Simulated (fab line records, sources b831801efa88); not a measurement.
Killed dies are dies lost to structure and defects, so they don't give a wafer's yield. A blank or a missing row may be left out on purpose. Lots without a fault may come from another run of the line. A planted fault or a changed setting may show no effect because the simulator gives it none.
fab line records | flow sky130
record lots=6 wafers=18 last_day=50
route steps=708 shown VT_ADJUST_PCH@144 SONOS_TUNNEL@154 PAD_OPEN@708
lots that met no fault: from a run of the same line without faults
start_h: hours from the record's first day to the start of the lot's first wafer shown | wait_h: hours since the lot's step before | " the same as in the row above | L1.1+2: a row that stands for several wafers | - no value, or no start given | * or withheld: withheld | < > ~ a bound
route shown NAME@n: a module of which the file shows steps, and the number in the route of the first | usual: mean/standard deviation of fault-free wafers | same: alike in all rows | chamber/n: place in a boat | sites: the reading at each site | _std_site: their standard deviation | _edge_site: outer sites' mean less inner sites' | radius_mm: how far each site lies from the wafer's centre | mask NAME#n: copy n | behind: the tool/chamber that last shaped the wafer | hold: why the lot was held/for how many hours/how that ended | device: the transistor (n, p or np) that didn't switch | end of line: the same wafers' tests at the end of the route | a step without rows: its recipe alone | killed: dies lost to structure and defects at the first sort, not the wafer's yield | map: a wafer's dies, x killed, . not, _ none there
set.NAME: the setting as run; set.NAME@STEP: as run at that earlier step | model.NAME: the simulator's own value behind a step, which no gauge read
lots at some steps of the route; a table a step, a row a wafer
services: from which hour (start_h, from the record's first day; less than 0 if before it) a tool's chamber was out of use, for how many hours, and why
## steps
# step SKY_VT_ADJUST_PCH_HMDS_01
# recipe prime_time_s=60 prime_temp_c=120
# step SKY_VT_ADJUST_PCH_COAT_02
# recipe spin_rpm=2000 resist_thk_nm=3000
# step SKY_VT_ADJUST_PCH_SOFTBAKE_03
# recipe temp_c=110 time_s=withheld
# step SKY_VT_ADJUST_PCH_EXPOSE_04
# recipe mask_id=NWM na=0.6 source_shape=conventional sigma_outer=0.6 polarization=unpolarized target_cd_nm=840 dose_mj=255
# step SKY_VT_ADJUST_PCH_PEB_05
# recipe temp_c=115 time_s=withheld
# step SKY_VT_ADJUST_PCH_DEVELOP_06
# recipe wall_angle_deg=90 developer=TMAH develop_time_s=60 dev_temp_c=23
# step SKY_VT_ADJUST_PCH_OVL_MEAS_07
# usual VT_ADJUST_PCH_OVL=-0.1/1.3
# columns lot.wafer tool chamber start_h wait_h VT_ADJUST_PCH_OVL[nm]
L243.1 overlay-01 - 233.81 - -2.3
L243.4 " - " " -0.3
L243.5 " - " " -0.7
L251.4 overlay-02 - 294.73 - 0.3
L251.5 " - " " -0.5
L251.6 " - " " 2.0
L252.1 overlay-01 - 296.51 - -0.1
L252.4 " - " " -1.1
L252.6 " - " " -0.8
L253.1 overlay-01 - 306.21 - 0.6
L253.2 " - " " 0.5
L253.4 " - " " -2.3
L261.1 overlay-01 - 371.50 - -0.9
L261.3 " - " " -0.6
L261.4 " - " " 0.7
L264.1 overlay-02 - 394.65 - 2.2
L264.2 " - " " 3.3
L264.3 " - " " 1.8
# step SKY_VT_ADJUST_PCH_IMPLANT_08
# recipe species=B energy_kev=10 dose_cm2=5e+11 tilt_deg=withheld
# step SKY_VT_ADJUST_PCH_STRIP_09
# recipe chemistry=O2/N2 power_w=1400 pressure_mtorr=1500 platen_temp_c=withheld o2_flow_sccm=3000 n2_flow_sccm=300 overash_fraction=0.5
# usual drypump_motor_current_A=5.9/0.34 o2_flow_sccm=3001/8.8 oes_product_au=0.723/0.0043 strip_time_to_endpoint_s=36.98/0.11
# columns lot.wafer tool chamber start_h wait_h drypump_motor_current_A o2_flow_sccm oes_product_au rf_hours_counter_h strip_time_to_endpoint_s
L243.1 plasma_asher-02 0 234.00 0.1 5.1 2997 0.722 12 36.80
L243.4 " 0 " " 5.1 3003 0.723 - 36.88
L243.5 " 0 " " 5.1 2994 0.720 - 36.85
L251.4 plasma_asher-04 0 294.93 0.1 5.7 3011 0.718 - 37.14
L251.5 " 0 " " 5.7 2994 0.722 - 37.18
L251.6 " 1 " " 6.0 2992 0.728 - 37.04
L252.1 plasma_asher-02 0 296.70 0.1 5.1 3001 0.733 19 37.11
L252.4 " 1 " " 6.2 2995 0.721 - 37.03
L252.6 " 0 " " 5.2 3007 0.721 - 37.01
L253.1 plasma_asher-04 1 306.40 0.1 6.0 3008 0.723 63 37.21
L253.2 " 0 " " 5.7 2992 0.716 63 37.10
L253.4 " 0 " " 5.8 2994 0.726 - 37.27
L261.1 plasma_asher-02 1 371.69 0.1 6.2 2987 0.719 25 36.72
L261.3 " 0 " " 5.1 2992 0.722 - 36.73
L261.4 " 1 " " 6.2 2995 0.722 - 36.81
L264.1 plasma_asher-03 1 394.84 0.1 6.2 2993 0.724 56 37.10
L264.2 " 0 " " 6.2 3011 0.725 56 37.09
L264.3 " 0 " " 6.2 2999 0.718 - 37.15
# step SKY_VT_ADJUST_PCH_TW_MEAS_10
# usual VT_ADJUST_PCH_TW=142.6/1.3
# columns lot.wafer tool chamber start_h wait_h VT_ADJUST_PCH_TW
L243.1 film_metro-02 - 234.10 0.1 144.8
L243.4 " - " " 145.0
L243.5 " - " " 145.6
L251.4 film_metro-04 - 295.03 0.1 141.9
L251.5 " - " " 140.9
L251.6 " - " " 141.6
L252.1 film_metro-02 - 296.80 0.1 144.7
L252.4 " - " " 144.2
L252.6 " - " " 144.0
L253.1 film_metro-01 - 306.50 0.1 142.8
L253.2 " - " " 142.4
L253.4 " - " " 143.3
L261.1 film_metro-01 - 371.79 0.1 142.6
L261.3 " - " " 142.9
L261.4 " - " " 143.4
L264.1 film_metro-01 - 394.94 0.1 143.6
L264.2 " - " " 143.5
L264.3 " - " " 144.1
# step SKY_SONOS_TUNNEL_DEHYDRATE_00
# recipe temp_c=200 time_s=60
# step SKY_SONOS_TUNNEL_HMDS_01
# recipe prime_time_s=60 prime_temp_c=120
# step SKY_SONOS_TUNNEL_COAT_02
# recipe resist=NOVOLAK spin_rpm=3000 resist_thk_nm=1140
# usual chill_plate_temp_C=23.00/0.095 dispense_pressure_kPa=48/5.1
# columns lot.wafer tool chamber start_h wait_h chill_plate_temp_C dispense_pressure_kPa
L243.1 litho_track-02 0 245.07 0.1 22.98 48
L243.4 " 0 " " 22.91 48
L243.5 " 0 " " 22.93 48
L251.4 litho_track-04 - 306.83 0.1 - -
L251.5 " - " " - -
L251.6 " - " " - -
L252.1 litho_track-02 - 309.42 0.1 - -
L252.4 " - " " - -
L252.6 " - " " - -
L253.1 litho_track-02 0 319.12 0.1 23.00 48
L253.2 " 0 " " 23.04 48
L253.4 " 0 " " 22.98 48
L261.1 litho_track-01 0 385.65 0.1 23.08 56
L261.3 " 0 " " 22.87 56
L261.4 " 0 " " 22.96 56
L264.1 litho_track-04 0 408.90 0.1 23.06 43
L264.2 " 0 " " 23.14 43
L264.3 " 0 " " 23.10 43
# step SKY_SONOS_TUNNEL_SOFTBAKE_03
# recipe temp_c=90 time_s=60 resist=NOVOLAK
# step SKY_SONOS_TUNNEL_EXPOSE_04
# recipe mask_id=TUNM na=0.6 source_shape=conventional sigma_outer=0.6 polarization=unpolarized target_cd_nm=410 dose_mj=136
# step SKY_SONOS_TUNNEL_PEB_05
# recipe temp_c=withheld time_s=* resist=NOVOLAK
# step SKY_SONOS_TUNNEL_DEVELOP_06
# recipe resist=NOVOLAK developer=TMAH develop_time_s=60 dev_temp_c=23
# step SKY_SONOS_TUNNEL_CD_MEAS_07
# recipe target_cd_nm=410
# usual cd_nm=410.2/2.4
# columns lot.wafer tool chamber start_h wait_h cd_nm
L243.1 cd_sem-02 - 257.07 0.1 412.6
L243.4 " - " " 412.1
L243.5 " - " " 411.3
L251.4 cd_sem-02 - 319.56 0.1 -
L251.5 " - " " -
L251.6 " - " " -
L252.1 cd_sem-02 - 322.02 0.1 -
L252.4 " - " " -
L252.6 " - " " -
L253.1 cd_sem-02 - 333.35 0.1 411.8
L253.2 " - " " 410.4
L253.4 " - " " 410.6
L261.1 cd_sem-01 - 399.60 0.1 411.9
L261.3 " - " " 412.4
L261.4 " - " " 412.8
L264.1 cd_sem-01 - 423.55 0.1 414.2
L264.2 " - " " 408.5
L264.3 " - " " 410.0
# step SKY_SONOS_TUNNEL_OVL_MEAS_08
# usual SONOS_TUNNEL_OVL=0.0/1.2
# columns lot.wafer tool chamber start_h wait_h SONOS_TUNNEL_OVL[nm]
L243.1 overlay-01 - 257.19 0.1 -0.4
L243.4 " - " " -2.9
L243.5 " - " " -1.0
L251.4 overlay-01 - 319.64 0.1 -
L251.5 " - " " -
L251.6 " - " " -
L252.1 overlay-01 - 322.14 0.1 -
L252.4 " - " " -
L252.6 " - " " -
L253.1 overlay-02 - 333.47 0.1 0.1
L253.2 " - " " 0.5
L253.4 " - " " -0.6
L261.1 overlay-02 - 399.72 0.1 0.6
L261.3 " - " " 1.6
L261.4 " - " " 1.2
L264.1 overlay-02 - 423.67 0.1 1.3
L264.2 " - " " 0.2
L264.3 " - " " -0.5
# step SKY_PAD_OPEN_PROBE_99
# usual killed_at_M0_to_M3=44/6.4 killed_at_M4_up=3.0/1.8 killed_at_contacts=24/5 killed_at_front_end=16/4.3 killed_at_other=0.4/0.76 killed_dies=88/8.6 killed_on_rim=18/4 killed_open=47/7.2 killed_short=40/5.5
# same gross_dies=492 killed_at_back_side=0
# columns lot.wafer tool chamber start_h wait_h hold killed_at_M0_to_M3 killed_at_M4_up killed_at_contacts killed_at_front_end killed_at_other killed_dies killed_on_rim killed_open killed_short
L243.1 prober-02 - 1077.92 0.1 - 37 6 15 20 3 81 14 40 39
L243.4 prober-02 - 1078.07 0.2 - 33 2 27 12 0 74 13 38 36
L243.5 prober-02 - 1078.12 0.2 - 53 2 26 20 1 102 22 56 45
L251.4 prober-02 - 1125.05 0.2 await_dispo/2.0h/scrap 42 3 21 426 0 492 96 43 47
L251.5 prober-02 - 1125.10 0.2 await_dispo/2.0h/scrap 43 4 22 423 0 492 96 40 39
L251.6 prober-02 - 1125.15 0.2 await_dispo/2.0h/scrap 38 3 23 428 0 492 96 42 36
L252.1 prober-01 - 1126.70 0.1 await_dispo/5.3h/scrap 46 0 28 418 0 492 96 36 48
L252.4 prober-01 - 1126.85 0.2 await_dispo/5.3h/scrap 54 2 19 417 0 492 96 59 29
L252.6 prober-01 - 1126.95 0.2 await_dispo/5.3h/scrap 40 0 28 424 0 492 96 51 34
L253.1 prober-02 - 1134.21 0.1 - 47 7 19 20 0 93 29 43 49
L253.2 prober-02 - 1134.26 0.1 - 37 3 22 23 1 86 23 50 36
L253.4 prober-02 - 1134.36 0.2 - 47 3 22 21 0 93 12 56 37
L261.1 prober-02 - 1182.43 0.1 - 39 12 18 21 0 90 21 51 36
L261.3 prober-02 - 1182.53 0.2 - 43 2 30 15 1 91 19 52 39
L261.4 prober-02 - 1182.58 0.2 - 39 4 24 8 0 75 25 39 33
L264.1 prober-01 - 1191.87 0.1 - 46 3 22 17 1 89 21 43 45
L264.2 prober-01 - 1191.92 0.1 - 44 6 22 9 0 81 16 40 41
L264.3 prober-01 - 1191.97 0.2 - 43 2 19 16 3 83 14 42 39
# killed by level:class
L243.1 VIA1:geometric_particle:open=8 CONTACT:geometric_particle:open=7 METAL2:geometric_particle:short=7 FIELD_ISO:geometric_particle:open=5 METAL1:geometric_particle:short=5 VIA3:geometric_particle:open=4 VIA2:geometric_particle:open=4 METAL4:geometric_particle:short=4
L243.4 CONTACT:geometric_particle:open=12 VIA1:geometric_particle:open=9 CONTACT:geometric_particle:short=7 FIELD_ISO:geometric_particle:short=5 METAL1:geometric_particle:short=5 VIA2:geometric_particle:open=5 LOCAL_INTERCONNECT:geometric_particle:short=4 VIA2:geometric_particle:short=4
L243.5 VIA2:geometric_particle:open=10 VIA3:geometric_particle:open=10 FIELD_ISO:geometric_particle:open=9 LI_CONTACT:geometric_particle:open=9 CONTACT:geometric_particle:open=6 VIA1:geometric_particle:open=6 METAL3:geometric_particle:short=5 POLY_GATE:geometric_particle:short=5
L251.4 SONOS_TUNNEL:area_expose=402 VIA1:geometric_particle:open=13 METAL1:geometric_particle:short=9 CONTACT:geometric_particle:short=7 POLY_GATE:geometric_particle:short=6 POLY_GATE:geometric_particle:open=6 VIA3:geometric_particle:open=6 LI_CONTACT:geometric_particle:open=5
L251.5 SONOS_TUNNEL:area_expose=413 CONTACT:geometric_particle:open=10 VIA1:geometric_particle:open=7 CONTACT:geometric_particle:short=6 METAL2:geometric_particle:short=6 METAL1:geometric_particle:short=5 METAL3:geometric_particle:short=5 VIA3:geometric_particle:short=4
L251.6 SONOS_TUNNEL:area_expose=413 VIA1:geometric_particle:open=10 CONTACT:geometric_particle:open=9 CONTACT:geometric_particle:short=7 FIELD_ISO:geometric_particle:open=5 METAL1:geometric_particle:short=5 VIA3:geometric_particle:open=5 POLY_GATE:geometric_particle:open=4
L252.1 SONOS_TUNNEL:area_expose=407 VIA1:geometric_particle:open=11 CONTACT:geometric_particle:open=9 METAL2:geometric_particle:short=8 CONTACT:geometric_particle:short=6 METAL1:geometric_particle:short=6 LOCAL_INTERCONNECT:geometric_particle:short=5 VIA1:geometric_particle:short=5
L252.4 SONOS_TUNNEL:area_expose=404 VIA1:geometric_particle:open=14 VIA3:geometric_particle:open=9 LI_CONTACT:geometric_particle:open=8 VIA2:geometric_particle:open=8 METAL1:geometric_particle:short=7 FIELD_ISO:geometric_particle:open=6 CONTACT:geometric_particle:open=5
L252.6 SONOS_TUNNEL:area_expose=406 CONTACT:geometric_particle:open=11 VIA1:geometric_particle:open=10 VIA3:geometric_particle:open=9 LI_CONTACT:geometric_particle:open=8 FIELD_ISO:geometric_particle:short=6 POLY_GATE:geometric_particle:short=5 METAL1:geometric_particle:short=5
L253.1 CONTACT:geometric_particle:open=10 METAL2:geometric_particle:short=10 VIA1:geometric_particle:open=7 VIA3:geometric_particle:open=6 FIELD_ISO:geometric_particle:open=5 FIELD_ISO:geometric_particle:short=5 METAL4:geometric_particle:short=5 POLY_GATE:geometric_particle:open=4
L253.2 VIA1:geometric_particle:open=11 FIELD_ISO:geometric_particle:open=8 LI_CONTACT:geometric_particle:open=7 METAL1:geometric_particle:short=6 CONTACT:geometric_particle:open=6 CONTACT:geometric_particle:short=5 VIA3:geometric_particle:open=5 POLY_GATE:geometric_particle:open=4
L253.4 CONTACT:geometric_particle:open=10 VIA1:geometric_particle:open=8 LI_CONTACT:geometric_particle:open=7 VIA3:geometric_particle:open=7 POLY_GATE:geometric_particle:open=6 VIA2:geometric_particle:open=6 METAL2:geometric_particle:short=5 METAL1:geometric_particle:short=5
L261.1 VIA1:geometric_particle:open=13 CONTACT:geometric_particle:open=8 METAL4:geometric_particle:short=8 FIELD_ISO:geometric_particle:open=7 VIA1:geometric_particle:short=6 FIELD_ISO:geometric_particle:short=5 LI_CONTACT:geometric_particle:open=5 METAL1:geometric_particle:short=5
L261.3 LI_CONTACT:geometric_particle:open=9 CONTACT:geometric_particle:open=9 VIA1:geometric_particle:short=8 VIA1:geometric_particle:open=8 VIA2:geometric_particle:open=6 VIA3:geometric_particle:open=5 LI_CONTACT:geometric_particle:short=5 METAL2:geometric_particle:short=4
L261.4 CONTACT:geometric_particle:open=9 VIA1:geometric_particle:open=9 VIA3:geometric_particle:open=5 LI_CONTACT:geometric_particle:open=5 CONTACT:geometric_particle:short=5 FIELD_ISO:geometric_particle:short=4 LOCAL_INTERCONNECT:geometric_particle:short=4 VIA2:geometric_particle:open=4
L264.1 VIA1:geometric_particle:open=10 LI_CONTACT:geometric_particle:open=9 VIA1:geometric_particle:short=8 VIA3:geometric_particle:open=7 METAL2:geometric_particle:short=6 LOCAL_INTERCONNECT:geometric_particle:short=5 METAL1:geometric_particle:short=5 VIA2:geometric_particle:open=5
L264.2 VIA1:geometric_particle:open=10 LI_CONTACT:geometric_particle:open=9 METAL2:geometric_particle:short=7 VIA3:geometric_particle:open=6 VIA1:geometric_particle:short=5 LOCAL_INTERCONNECT:geometric_particle:short=4 METAL4:geometric_particle:short=4 LI_CONTACT:geometric_particle:short=3
L264.3 VIA1:geometric_particle:open=11 CONTACT:geometric_particle:open=7 METAL2:geometric_particle:short=7 VIA2:geometric_particle:open=7 FIELD_ISO:geometric_particle:short=6 METAL1:geometric_particle:short=6 LI_CONTACT:geometric_particle:open=5 LOCAL_INTERCONNECT:geometric_particle:short=4
# map L251.4 (x killed, . not)
__________xxxxxxxxxx_________
________xxxxxxxxxxxxxx_______
______xxxxxxxxxxxxxxxxxx_____
_____xxxxxxxxxxxxxxxxxxxx____
____xxxxxxxxxxxxxxxxxxxxxx___
___xxxxxxxxxxxxxxxxxxxxxxxx__
__xxxxxxxxxxxxxxxxxxxxxxxxxx_
_xxxxxxxxxxxxxxxxxxxxxxxxxxxx
_xxxxxxxxxxxxxxxxxxxxxxxxxxxx
_xxxxxxxxxxxxxxxxxxxxxxxxxxxx
_xxxxxxxxxxxxxxxxxxxxxxxxxxxx
_xxxxxxxxxxxxxxxxxxxxxxxxxxxx
_xxxxxxxxxxxxxxxxxxxxxxxxxxxx
_xxxxxxxxxxxxxxxxxxxxxxxxxxxx
_xxxxxxxxxxxxxxxxxxxxxxxxxxxx
__xxxxxxxxxxxxxxxxxxxxxxxxxx_
___xxxxxxxxxxxxxxxxxxxxxxxx__
____xxxxxxxxxxxxxxxxxxxxxx___
_____xxxxxxxxxxxxxxxxxxxx____
______xxxxxxxxxxxxxxxxxx_____
________xxxxxxxxxxxxxx_______
__________xxxxxxxxxx_________
# map L252.1 (x killed, . not)
__________xxxxxxxxxx_________
________xxxxxxxxxxxxxx_______
______xxxxxxxxxxxxxxxxxx_____
_____xxxxxxxxxxxxxxxxxxxx____
____xxxxxxxxxxxxxxxxxxxxxx___
___xxxxxxxxxxxxxxxxxxxxxxxx__
__xxxxxxxxxxxxxxxxxxxxxxxxxx_
_xxxxxxxxxxxxxxxxxxxxxxxxxxxx
_xxxxxxxxxxxxxxxxxxxxxxxxxxxx
_xxxxxxxxxxxxxxxxxxxxxxxxxxxx
_xxxxxxxxxxxxxxxxxxxxxxxxxxxx
_xxxxxxxxxxxxxxxxxxxxxxxxxxxx
_xxxxxxxxxxxxxxxxxxxxxxxxxxxx
_xxxxxxxxxxxxxxxxxxxxxxxxxxxx
_xxxxxxxxxxxxxxxxxxxxxxxxxxxx
__xxxxxxxxxxxxxxxxxxxxxxxxxx_
___xxxxxxxxxxxxxxxxxxxxxxxx__
____xxxxxxxxxxxxxxxxxxxxxx___
_____xxxxxxxxxxxxxxxxxxxx____
______xxxxxxxxxxxxxxxxxx_____
________xxxxxxxxxxxxxx_______
__________xxxxxxxxxx_________
## services
# columns tool chamber start_h hours kind
litho_track-02 - 224.08 - consumable_replace:filter
plasma_asher-04 - 226.88 14.6 pm
plasma_asher-02 - 328.95 5.1 repair
plasma_asher-02 - 343.80 2.8 pm
litho_track-01 - 383.24 - consumable_replace:filter
## key
first_sign step=SKY_SONOS_TUNNEL_COAT_02 reading=tool_record direction=missing
effect step=SKY_SONOS_TUNNEL_CD_MEAS_07 reading=cd_nm direction=missing
effect step=SKY_SONOS_TUNNEL_OVL_MEAS_08 reading=SONOS_TUNNEL_OVL direction=missing
effect step=SKY_PAD_OPEN_PROBE_99 reading=killed_at_front_end direction=up sigmas=95 usual=16 struck=423
more_kills_born_at SKY_SONOS_TUNNEL_EXPOSE_04@iline_stepper-02=1228 SKY_SONOS_TUNNEL_EXPOSE_04@iline_stepper-01=1217
met_at SKY_SONOS_TUNNEL_COAT_02
struck_wafers L251.4,L251.5,L251.6,L252.1,L252.4,L252.6
later_rows_left_out L251.4,L251.5,L251.6,L252.1,L252.4,L252.6
tester_left_out L251,L252
onset_between 245.07 306.83
fault kind=skipped_step_whole tool=litho_track-02,litho_track-04 chamber=- onset_h=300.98 steps=SKY_SONOS_TUNNEL_COAT_02 scope=struck_lots_only
# tester_left_out: of these lots the tester's yield and bins aren't shown, on N5 and GAA mostly nor the transistor test; their killed dies are dies lost to structure and defects alone, not to doping, threshold or leakage, so they don't give the yield
# later_rows_left_out: the simulator's readings of these wafers behind a module that went badly wrong aren't trusted and aren't shown, but for the sort
